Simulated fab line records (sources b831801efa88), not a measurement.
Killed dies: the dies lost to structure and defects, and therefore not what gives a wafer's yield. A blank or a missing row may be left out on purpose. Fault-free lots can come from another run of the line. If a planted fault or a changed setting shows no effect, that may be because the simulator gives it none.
A struck lot beside a sound one / flow sky130 / 16 out of 708 route steps
Sound: the wafers L872.4, L872.5, L872.6. Wafers L875.1, L875.4, L875.6 were the ones struck. The cause is named last.
Order at every step that has rows: each side's tool, ch and its chambers, its first start. Under that, the readings that differ: sound wafers / struck wafers / difference of the means / sigmas: that difference in standard deviations of wafers without a fault.
alike: readings with means less than 2 such deviations apart, plus words and numbers identical on both sides. not compared: withheld readings, readings lacking a value on some wafer, bounds such as >300 that could conceal the same value, and numbers that have no deviation in the record and whose values overlap.
The two part at a step that has a row with sigmas, a row that says differs or no value, or rows on one side only. Non-overlapping numbers with no deviation appear without sigmas and do not part them. Lack of a reading on every wafer of one side parts them only where that side has two or more wafers.

SKY_VIA2_BOW_MEAS_03:
  sound: filmMetro-02 at day 37 02:06; struck: filmMetro-03 at day 37 02:23
  alike: VIA2_BOW
then, 8 steps without rows for these wafers: SKY_VIA2_DEHYDRATE_04 (time 60 s); SKY_VIA2_HMDS_05 (prime time 60 s); SKY_VIA2_COAT_06 (resist thk 60 nm); SKY_VIA2_COAT_07 (resist thk 450 nm); SKY_VIA2_SOFTBAKE_08 (time 90 s); SKY_VIA2_EXPOSE_09 (exposes mask VIM2, target cd 200 nm); SKY_VIA2_PEB_10; SKY_VIA2_DEVELOP_11 (develop time 60 s).
SKY_VIA2_CD_MEAS_12 targets a cd of 200 nm.
  sound: cdSem-01 at day 38 03:38; struck: cdSem-01 at day 38 04:10
  alike: cdNm
SKY_VIA2_OVL_MEAS_13:
  sound: overlay-02 at day 38 03:43; struck: overlay-01 at day 38 04:17
  alike: VIA2_OVL
SKY_VIA2_ETCH_14: etches BARC in N2/H2, stops on SiO2, time 45.9 s, target depth 60 nm.
  sound on rieDiel-03 ch 0,2, day 38 03:46; struck on rieDiel-03 ch 0,2, day 38 04:19
  alike: drypumpMotorCurrentA, oesProductAu, rfFwdPowerW, throttleValvePct
  not compared: rfHoursCounterH
SKY_VIA2_ETCH_15: etches SiO2 in C4F8/O2/Ar, stops on TiN, target depth 546 nm, time 84 s.
  sound on rieDiel-03 ch 0,2, day 38 03:50; struck on rieDiel-03 ch 0,2, day 38 04:23
reading=rfFwdPowerW (W); sound=1487 1494 1488; struck=1733 1730 1731; difference=+242; sigmas=+48
reading=model.TiN_of_METAL2_SPUTTER_04.thkNm (nm); sound=70.91 70.28 69.98; struck=68.46 68.88 68.38; difference=-1.82; sigmas=
  alike: oesProductAu
  not compared: rfHoursCounterH, model.KrF-thick_of_VIA2_COAT_07.thkNm
SKY_VIA2_STRIP_16: strips in O2/N2.
  sound on plasmaAsher-02 ch 0,1, day 38 03:56; struck on plasmaAsher-04 ch 0,1, day 38 04:29
reading=stripTimeToEndpointS (s); sound=4.15 4.03 4.11; struck=4.02 3.93 3.95; difference=-0.13; sigmas=-4
  alike: drypumpMotorCurrentA, oesProductAu
  not compared: rfHoursCounterH
then, 1 step without rows for these wafers: SKY_VIA2_STRIP_17 (strips in post etch residue remover, time 1200 s).
SKY_PAD_OPEN_PROBE_99:
  rows exist in the record for the sound wafers here (prober-01, day 47 09:25), none for the struck ones

## WHERE THEY PART
First at SKY_VIA2_ETCH_15; last, within this record, at SKY_PAD_OPEN_PROBE_99.

WHY: what the simulator had put in
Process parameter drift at SKY_VIA2_ETCH_15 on rieDiel-03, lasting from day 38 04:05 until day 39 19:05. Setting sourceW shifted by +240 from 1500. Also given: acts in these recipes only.
